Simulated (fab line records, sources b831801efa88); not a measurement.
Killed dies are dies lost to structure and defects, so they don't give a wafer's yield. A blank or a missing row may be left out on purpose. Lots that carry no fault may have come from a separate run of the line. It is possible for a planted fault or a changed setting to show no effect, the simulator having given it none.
fab line records	flow sky130
record: lots: 6	wafers: 18	last-day: 49
route steps=708 shown LDD_HVN@272 LDD_HVP@278 PAD_OPEN@708
lots untouched by any fault: they come from a run of this same line in which no faults occurred
start-h: hours from the record's first day to the start of the lot's first wafer shown	wait-h: hours since the lot's step before	" repeats the value in the row above	L1.1+2: a row that stands for several wafers	- no value, or no start given	* or withheld: withheld	< > ~ a bound
route shown NAME@n: a module of which the file shows steps, and the number in the route of the first	usual: average and standard deviation across the fault-free wafers	same: alike in all rows	chamber/n: place in a boat	sites: each site's reading	_std_site: standard deviation across them	_edge_site: inner sites' mean taken away from outer sites' mean	radius-mm: how far each site lies from the wafer's centre	mask NAME#n: copy n	behind: the most recent tool/chamber to have shaped the wafer	hold: the reason the lot was held/the length of the hold in hours/how it ended	device: names the non-switching transistor (n, p or np)	end of line: tests run on the same wafers once the route is complete	a step with no rows: only its recipe	killed: not the wafer's yield, but the dies lost to structure and defects at the first sort	map: a wafer's dies, marking killed ones x, the rest . and places with no die _
set.NAME: the run value of the setting; set.NAME@STEP: its run value at that earlier step	model.NAME: the simulator's own value behind a step, which no gauge read
lots at selected steps of the route; one table per step, one row per wafer
services: from which hour (start-h, from the record's first day; less than 0 if before it) a tool's chamber was out of use, for how many hours, and why
== steps ==
step: SKY_LDD_HVN_PEB_05
recipe: temp-c: withheld	time-s: *	resist: NOVOLAK
step: SKY_LDD_HVN_DEVELOP_06
recipe: resist: NOVOLAK	developer: TMAH	develop-time-s: 60	dev-temp-c: 23
step: SKY_LDD_HVN_OVL_MEAS_07
usual: LDD_HVN_OVL: 0.0/1.5
lot.wafer	tool	chamber	start-h	wait-h	LDD_HVN_OVL[nm]
L198.3	overlay-01	-	482.89	0.1	0.3
L198.4	"	-	"	"	0.2
L198.5	"	-	"	"	0.2
L205.3	overlay-02	-	568.09	0.1	1.2
L205.4	"	-	"	"	-2.0
L205.6	"	-	"	"	1.1
L209.1	overlay-01	-	602.89	0.1	-2.0
L209.4	"	-	"	"	-2.3
L209.5	"	-	"	"	-1.5
L211.3	overlay-02	-	610.75	0.1	3.1
L211.4	"	-	"	"	0.7
L211.6	"	-	"	"	1.8
L212.1	overlay-02	-	616.30	0.1	-1.0
L212.3	"	-	"	"	-1.4
L212.6	"	-	"	"	-2.7
L215.3	overlay-02	-	635.05	0.1	0.3
L215.4	"	-	"	"	1.2
L215.5	"	-	"	"	0.7
step: SKY_LDD_HVN_IMPLANT_08
recipe: species: P	energy-kev: 60	dose-cm2: 3e+13	tilt-deg: 40
step: SKY_LDD_HVN_STRIP_09
recipe: chemistry: O2/N2	power-w: 1400	pressure-mtorr: 1500	platen-temp-c: withheld	o2-flow-sccm: 3000	n2-flow-sccm: 300	overash-fraction: 0.5
usual: chamber-pressure-mTorr: 1500.3/1.2	drypump-motor-current-A: 5.77/0.19	oes-product-au: 0.408/0.0044	strip-time-to-endpoint-s: 4.137/0.013
lot.wafer	tool	chamber	start-h	wait-h	chamber-pressure-mTorr	drypump-motor-current-A	oes-product-au	rf-hours-counter-h	strip-time-to-endpoint-s
L198.3	plasma-asher-02	1	483.10	0.1	1499.8	5.91	0.415	-	4.130
L198.4	"	0	"	"	1500.2	5.54	0.403	-	4.147
L198.5	"	0	"	"	1500.6	5.55	0.415	-	4.139
L205.3	plasma-asher-04	1	568.30	0.1	1500.4	5.79	0.410	-	4.115
L205.4	"	0	"	"	1500.8	5.74	0.414	-	4.140
L205.6	"	1	"	"	1499.5	5.80	0.413	-	4.137
L209.1	plasma-asher-03	1	603.07	0.1	1500.9	5.56	0.406	45	4.117
L209.4	"	0	"	"	1501.8	6.07	0.412	-	4.137
L209.5	"	1	"	"	1499.5	5.57	0.411	-	4.125
L211.3	plasma-asher-03	0	610.96	0.1	1498.7	6.05	0.406	-	4.147
L211.4	"	1	"	"	1499.3	5.56	0.401	-	4.136
L211.6	"	1	"	"	1502.8	5.57	0.409	-	4.120
L212.1	plasma-asher-02	0	616.48	0.1	1499.0	5.53	0.413	82	4.139
L212.3	"	0	"	"	1500.6	5.55	0.411	-	4.148
L212.6	"	1	"	"	1500.2	5.87	0.412	-	4.116
L215.3	plasma-asher-03	1	635.26	0.1	1501.6	5.57	0.410	-	4.114
L215.4	"	0	"	"	1501.6	6.04	0.408	-	4.133
L215.5	"	1	"	"	1499.0	5.57	0.409	-	4.120
step: SKY_LDD_HVN_TW_MEAS_10
usual: LDD_HVN_TW: 1433/15
lot.wafer	tool	chamber	start-h	wait-h	LDD_HVN_TW
L198.3	film-metro-04	-	483.19	0.1	1465
L198.4	"	-	"	"	1464
L198.5	"	-	"	"	1467
L205.3	film-metro-04	-	568.39	0.1	1451
L205.4	"	-	"	"	1459
L205.6	"	-	"	"	1457
L209.1	film-metro-03	-	603.17	0.1	1434
L209.4	"	-	"	"	1442
L209.5	"	-	"	"	1438
L211.3	film-metro-02	-	611.04	0.1	1418
L211.4	"	-	"	"	1428
L211.6	"	-	"	"	1424
L212.1	film-metro-02	-	616.58	0.1	1420
L212.3	"	-	"	"	1417
L212.6	"	-	"	"	1418
L215.3	film-metro-03	-	635.34	0.1	1436
L215.4	"	-	"	"	1438
L215.5	"	-	"	"	1435
step: SKY_LDD_HVP_DEHYDRATE_00
recipe: temp-c: 200	time-s: 60
step: SKY_LDD_HVP_HMDS_01
recipe: prime-time-s: 60	prime-temp-c: 120
step: SKY_LDD_HVP_COAT_02
recipe: resist: NOVOLAK	spin-rpm: 3000	resist-thk-nm: 300
step: SKY_LDD_HVP_SOFTBAKE_03
recipe: temp-c: 90	time-s: 60	resist: NOVOLAK
step: SKY_LDD_HVP_EXPOSE_04
recipe: mask-id: HVPTM	na: 0.6	source-shape: conventional	sigma-outer: 0.6	polarization: unpolarized	target-cd-nm: 700	dose-mj: 86
step: SKY_LDD_HVP_PEB_05
recipe: temp-c: withheld	time-s: *	resist: NOVOLAK
step: SKY_LDD_HVP_DEVELOP_06
recipe: resist: NOVOLAK	developer: TMAH	develop-time-s: 60	dev-temp-c: 23
usual: developer-temp-C: 22.99/0.1	resist-line-temp-C: 22.97/0.095
same: develop-time-s: 60
lot.wafer	tool	chamber	start-h	wait-h	developer-temp-C	resist-line-temp-C
L198.3	litho-track-01	0	513.16	0.1	22.92	22.90
L198.4	"	0	"	"	23.08	22.84
L198.5	"	0	"	"	22.95	22.85
L205.3	litho-track-04	0	599.39	0.1	22.98	23.04
L205.4	"	0	"	"	23.04	22.89
L205.6	"	0	"	"	22.93	23.08
L209.1	litho-track-01	0	632.31	0.1	24.00	22.86
L209.4	"	0	"	"	23.93	22.83
L209.5	"	0	"	"	23.89	22.99
L211.3	litho-track-01	0	640.11	0.1	23.99	22.87
L211.4	"	0	"	"	23.93	23.01
L211.6	"	0	"	"	23.88	22.92
L212.1	litho-track-04	0	644.74	0.1	23.05	23.00
L212.3	"	0	"	"	23.03	22.83
L212.6	"	0	"	"	22.89	22.93
L215.3	litho-track-03	0	662.93	0.1	22.94	22.73
L215.4	"	0	"	"	22.93	22.92
L215.5	"	0	"	"	22.87	22.96
step: SKY_LDD_HVP_OVL_MEAS_07
usual: LDD_HVP_OVL: 0.0/1.6
lot.wafer	tool	chamber	start-h	wait-h	LDD_HVP_OVL[nm]
L198.3	overlay-02	-	513.27	0.1	-0.8
L198.4	"	-	"	"	0.0
L198.5	"	-	"	"	-0.6
L205.3	overlay-01	-	599.50	0.1	-2.0
L205.4	"	-	"	"	-5.4
L205.6	"	-	"	"	-2.9
L209.1	overlay-01	-	632.46	0.1	1.5
L209.4	"	-	"	"	-0.2
L209.5	"	-	"	"	-0.8
L211.3	overlay-01	-	640.22	0.1	-2.5
L211.4	"	-	"	"	-2.2
L211.6	"	-	"	"	1.4
L212.1	overlay-02	-	644.89	0.1	-2.0
L212.3	"	-	"	"	-1.1
L212.6	"	-	"	"	-1.5
L215.3	overlay-01	-	663.04	0.1	-1.0
L215.4	"	-	"	"	-1.1
L215.5	"	-	"	"	1.3
step: SKY_PAD_OPEN_PROBE_99
usual: killed_at_M0_to_M3: 43/6.9	killed_at_M4_up: 3.0/1.8	killed-at-contacts: 24/4.8	killed-at-front-end: 15/4.5	killed-at-other: 0.4/0.67	killed-dies: 86/9.2	killed-open: 46/6.9	killed-short: 39/6
same: gross-dies: 492	killed-at-back-side: 0
lot.wafer	tool	chamber	start-h	wait-h	killed_at_M0_to_M3	killed_at_M4_up	killed-at-contacts	killed-at-front-end	killed-at-other	killed-dies	killed-open	killed-short
L205.3	prober-02	-	1145.99	0.2	31	8	21	21	0	81	41	40
L205.4	prober-02	-	1146.04	0.2	37	7	29	11	0	84	40	44
L205.6	prober-02	-	1146.14	0.2	38	6	21	25	0	90	49	41
L211.3	prober-02	-	1172.11	0.2	40	7	33	14	0	94	43	49
L211.4	prober-02	-	1172.16	0.2	39	1	22	18	0	80	37	39
L211.6	prober-02	-	1172.26	0.2	48	1	18	20	0	87	43	43
L212.1	prober-01	-	1174.47	0.1	44	3	22	15	1	85	44	41
L212.3	prober-01	-	1174.57	0.2	36	0	31	8	0	75	44	31
L212.6	prober-01	-	1174.72	0.2	53	3	27	12	1	96	48	47
killed by level:class
L205.3 LI_CONTACT:geometric-particle:open=8 CONTACT:geometric-particle:open=7 METAL1:geometric-particle:short=7 METAL4:geometric-particle:short=7 VIA1:geometric-particle:open=5 FIELD_ISO:geometric-particle:short=4 POLY_GATE:geometric-particle:short=4 LOCAL_INTERCONNECT:geometric-particle:short=4
L205.4 CONTACT:geometric-particle:open=13 VIA1:geometric-particle:open=8 VIA1:geometric-particle:short=8 CONTACT:geometric-particle:short=7 METAL2:geometric-particle:short=6 LI_CONTACT:geometric-particle:open=5 METAL4:geometric-particle:short=5 VIA3:geometric-particle:open=4
L205.6 VIA1:geometric-particle:open=13 FIELD_ISO:geometric-particle:open=9 POLY_GATE:geometric-particle:short=7 VIA1:geometric-particle:short=6 LI_CONTACT:geometric-particle:open=5 VIA3:geometric-particle:open=5 LOCAL_INTERCONNECT:geometric-particle:short=4 VIA2:geometric-particle:open=4
L211.3 LI_CONTACT:geometric-particle:open=10 LOCAL_INTERCONNECT:geometric-particle:short=9 VIA1:geometric-particle:open=7 METAL2:geometric-particle:short=6 VIA3:geometric-particle:open=6 CONTACT:geometric-particle:open=5 VIA3:geometric-particle:short=5 METAL4:geometric-particle:short=5
L211.4 VIA1:geometric-particle:open=9 LOCAL_INTERCONNECT:geometric-particle:short=6 CONTACT:geometric-particle:short=6 METAL1:geometric-particle:short=6 CONTACT:geometric-particle:open=6 POLY_GATE:geometric-particle:open=5 METAL2:geometric-particle:short=5 VIA1:geometric-particle:short=4
L211.6 VIA1:geometric-particle:short=10 LI_CONTACT:geometric-particle:open=10 VIA1:geometric-particle:open=10 FIELD_ISO:geometric-particle:short=7 VIA3:geometric-particle:open=7 POLY_GATE:geometric-particle:short=4 VIA2:geometric-particle:open=4 VIA2:geometric-particle:short=4
L212.1 VIA1:geometric-particle:open=14 CONTACT:geometric-particle:open=11 POLY_GATE:geometric-particle:short=7 METAL2:geometric-particle:short=7 VIA1:geometric-particle:short=6 VIA2:geometric-particle:open=6 POLY_GATE:geometric-particle:open=4 LOCAL_INTERCONNECT:geometric-particle:short=4
L212.3 CONTACT:geometric-particle:open=13 VIA1:geometric-particle:open=9 LI_CONTACT:geometric-particle:open=7 VIA1:geometric-particle:short=5 LI_CONTACT:geometric-particle:short=4 LOCAL_INTERCONNECT:geometric-particle:short=4 VIA2:geometric-particle:short=4 VIA2:geometric-particle:open=3
L212.6 VIA1:geometric-particle:open=16 CONTACT:geometric-particle:open=9 METAL3:geometric-particle:short=7 LI_CONTACT:geometric-particle:open=6 VIA1:geometric-particle:short=6 CONTACT:geometric-particle:short=6 VIA2:geometric-particle:open=6 METAL2:geometric-particle:short=6
== services ==
tool	chamber	start-h	hours	kind
plasma-asher-04	-	486.86	2.8	pm
plasma-asher-04	-	519.20	4.3	repair
plasma-asher-03	-	561.19	14.6	pm
plasma-asher-04	-	641.20	1.4	repair
plasma-asher-02	-	643.89	1.7	repair
== key ==
first-sign: step: SKY_LDD_HVP_DEVELOP_06	reading: developer-temp-C	direction: up	sigmas: 9.3	usual: *	struck: *
effect none on later readings
met-at SKY_LDD_HVP_DEVELOP_06
struck-wafers L209.1,L209.4,L209.5,L211.3,L211.4,L211.6
tester-left-out L209,L211
onset-between 513.16 632.31
fault: kind: process-parameter-drift	tool: litho-track-01	chamber: -	onset-h: 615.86	steps: SKY_LDD_HVP_DEVELOP_06	channel: dev-temp-c	offset: *	shape: step	end-h: 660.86	acts-in: *	stated: *
tester-left-out: of these lots the tester's yield and bins aren't shown, on N5 and GAA mostly nor the transistor test; their killed dies are dies lost to structure and defects alone, not to doping, threshold or leakage, so they don't give the yield
